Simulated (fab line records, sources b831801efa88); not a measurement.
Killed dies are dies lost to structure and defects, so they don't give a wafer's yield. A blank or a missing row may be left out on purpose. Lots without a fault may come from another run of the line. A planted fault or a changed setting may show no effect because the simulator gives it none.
Which tool did it? | flow sky130 | 12 lots, 36 wafers sampled, at 6 steps of a route of 708

WHAT THE GAUGES READ, wafer by wafer
SKY_DNWELL_TW_MEAS_09.
lot  | measured    | on            | DNWELL_TW
L345 | day 3 07:39 | film_metro-03 | 1113 1113 1107
L348 | day 4 00:09 | film_metro-02 | 1135 1138 1137
L352 | day 4 18:38 | film_metro-02 | 30 30 31
L353 | day 4 22:25 | film_metro-03 | 1118 1123 1113
L354 | day 5 04:52 | film_metro-04 | 1110 1112 1110
L357 | day 5 23:56 | film_metro-02 | 1146 1138 1144
L358 | day 6 08:20 | film_metro-03 | 1115 1118 1110
L361 | day 6 21:49 | film_metro-03 | 1112 1120 1109
L363 | day 7 05:07 | film_metro-03 | 1119 1119 1119
L366 | day 7 23:55 | film_metro-03 | 1122 1108 1120
L367 | day 8 02:44 | film_metro-04 | 1115 1116 1110
L368 | day 8 07:31 | film_metro-04 | 1106 1110 1107

SKY_NWELL_TW_MEAS_15.
lot  | measured     | on            | NWELL_TW
L345 | day 4 16:09  | film_metro-02 | 1846 1850 1852
L348 | day 5 10:57  | film_metro-04 | 1822 1817 1818
L352 | day 6 05:20  | film_metro-02 | 1964 1975 1968
L353 | day 6 09:58  | film_metro-02 | 1867 1851 1847
L354 | day 6 17:05  | film_metro-04 | 1815 1822 1816
L357 | day 7 15:01  | film_metro-04 | 1820 1814 1817
L358 | day 8 00:02  | film_metro-04 | 1817 1813 1823
L361 | day 8 14:56  | film_metro-02 | 1855 1844 1848
L363 | day 8 22:28  | film_metro-03 | 1825 1828 1825
L366 | day 9 18:08  | film_metro-04 | 1824 1823 1815
L367 | day 9 21:55  | film_metro-04 | 1818 1824 1822
L368 | day 10 03:09 | film_metro-04 | 1814 1823 1823

SKY_POLY_GATE_THK_MEAS_01.
lot  | measured     | on            | POLY_GATE_CVD_00_THK (nm)
L345 | day 14 02:28 | film_metro-01 | 179.5 178.5 180.4
L348 | day 15 03:29 | film_metro-01 | 177.8 178.6 177.0
L352 | day 16 09:20 | film_metro-04 | 179.0 179.0 179.8
L353 | day 16 16:50 | film_metro-01 | 178.4 179.4 179.3
L354 | day 17 04:34 | film_metro-04 | 182.1 181.9 181.4
L357 | day 18 14:04 | film_metro-02 | 179.4 179.3 179.5
L358 | day 19 01:26 | film_metro-02 | 180.8 178.3 178.4
L361 | day 20 02:08 | film_metro-02 | 180.7 180.0 179.0
L363 | day 20 11:38 | film_metro-01 | 181.6 180.6 178.7
L366 | day 21 14:23 | film_metro-02 | 178.7 178.8 178.8
L367 | day 21 18:20 | film_metro-04 | 180.1 182.2 180.1
L368 | day 22 02:59 | film_metro-02 | 182.8 182.3 181.0

SKY_VIA1_THK_MEAS_01.
lot  | measured     | on            | VIA1_HDPCVD_THK (nm)
L345 | day 32 20:20 | film_metro-02 | 1023 1020 1013
L348 | day 33 21:46 | film_metro-02 | 1021 1027 1014
L352 | day 35 03:39 | film_metro-02 | 1039 1024 1019
L353 | day 35 10:17 | film_metro-01 | 1031 1048 1011
L354 | day 35 21:34 | film_metro-02 | 1025 1047 1053
L357 | day 37 01:56 | film_metro-01 | 1024 1005 1028
L358 | day 37 10:57 | film_metro-04 | 1029 1027 1033
L361 | day 38 05:46 | film_metro-04 | 1032 1028 1049
L363 | day 38 14:55 | film_metro-02 | 1006 1042 1044
L366 | day 39 10:55 | film_metro-01 | 1046 1024 1006
L367 | day 39 17:37 | film_metro-02 | 1034 1028 1029
L368 | day 39 23:16 | film_metro-01 | 1032 1038 1041

WHICH TOOL RAN EACH LOT (tool, then ch and the chambers of the sampled wafers, then the start)
lot  | SKY_DNWELL_EXPOSE_04               | SKY_METAL1_SPUTTER_00
L345 | iline_stepper-02 ch 0, day 3 00:26 | pvd_sputter-03, day 31 15:13
L348 | iline_stepper-02 ch 0, day 3 15:45 | pvd_sputter-03, day 32 17:46
L352 | iline_stepper-02 ch 0, day 4 09:46 | pvd_sputter-01, day 33 23:58
L353 | iline_stepper-01 ch 0, day 4 14:06 | pvd_sputter-01, day 34 06:20
L354 | iline_stepper-02 ch 0, day 4 20:00 | pvd_sputter-03, day 34 17:15
L357 | iline_stepper-01 ch 0, day 5 15:43 | pvd_sputter-03, day 35 22:45
L358 | iline_stepper-01 ch 0, day 5 22:43 | pvd_sputter-01, day 36 07:02
L361 | iline_stepper-02 ch 0, day 6 12:11 | pvd_sputter-01, day 37 02:34
L363 | iline_stepper-01 ch 0, day 6 19:05 | pvd_sputter-02, day 37 12:06
L366 | iline_stepper-02 ch 0, day 7 13:43 | pvd_sputter-01, day 38 08:37
L367 | iline_stepper-02 ch 0, day 7 16:43 | pvd_sputter-03, day 38 15:16
L368 | iline_stepper-02 ch 0, day 7 21:35 | pvd_sputter-02, day 38 20:10
- SKY_DNWELL_EXPOSE_04: exposes mask DNM, target cd 3000 nm.
- SKY_METAL1_SPUTTER_00: material Ti, target thk 15 nm, time 10 s.

WHAT THE TOOLS THEMSELVES READ (means of the sampled wafers that have a number; where no wafer has one, the mark that the record gives instead)
SKY_DNWELL_EXPOSE_04.
lot  | tool             | reticle_temp_C (C)
L345 | iline_stepper-02 | 23.04
L348 | iline_stepper-02 | 23.19
L352 | iline_stepper-02 | 23.01
L353 | iline_stepper-01 | 23.00
L354 | iline_stepper-02 | 23.06
L357 | iline_stepper-01 | 23.03
L358 | iline_stepper-01 | 22.93
L361 | iline_stepper-02 | 23.08
L363 | iline_stepper-01 | 22.95
L366 | iline_stepper-02 | 22.88
L367 | iline_stepper-02 | 22.99
L368 | iline_stepper-02 | 22.96

SKY_METAL1_SPUTTER_00.
lot  | tool           | throttle_valve_pct (%)
L345 | pvd_sputter-03 | 30.4
L348 | pvd_sputter-03 | 30.6
L352 | pvd_sputter-01 | 29.3
L353 | pvd_sputter-01 | 29.9
L354 | pvd_sputter-03 | 30.5
L357 | pvd_sputter-03 | 30.2
L358 | pvd_sputter-01 | 29.5
L361 | pvd_sputter-01 | 29.5
L363 | pvd_sputter-02 | 28.1
L366 | pvd_sputter-01 | 29.4
L367 | pvd_sputter-03 | 30.3
L368 | pvd_sputter-02 | 30.4

THE ANSWER, worked out from the rows above alone
Rule: what is usual is taken from the lots themselves. Put in order of their means at a reading, lots are off if they are a third of the lots or fewer, leave a main group of 4 or more, and stand apart from it by a gap of 3 or more times the standard deviation of the main group's means; of several such gaps the widest counts. A main group whose means are all the same, to the digits that the tables above print for the reading, isn't used. A lot without any number at a reading at which 4 lots or more have one is off too. The other lots that the step has rows for count as sound. The gauges are gone through in route order, then the tools' own readings, and for those a lot's mean is taken as printed above. The first step at which some lot is off is used, and at that step the reading that is off furthest; a lot without a number counts as furthest.
Off: L352, at SKY_DNWELL_TW_MEAS_09 (DNWELL_TW). The main group: mean 1119, standard deviation 11.
A tool fits if, at a process step before that reading, it ran every lot that is off, and no sound lot after the first of them. The gauges at SKY_DNWELL_TW_MEAS_09 are tried like those tools. None of those tried fits.

WHAT THE SIMULATOR HAD PUT IN
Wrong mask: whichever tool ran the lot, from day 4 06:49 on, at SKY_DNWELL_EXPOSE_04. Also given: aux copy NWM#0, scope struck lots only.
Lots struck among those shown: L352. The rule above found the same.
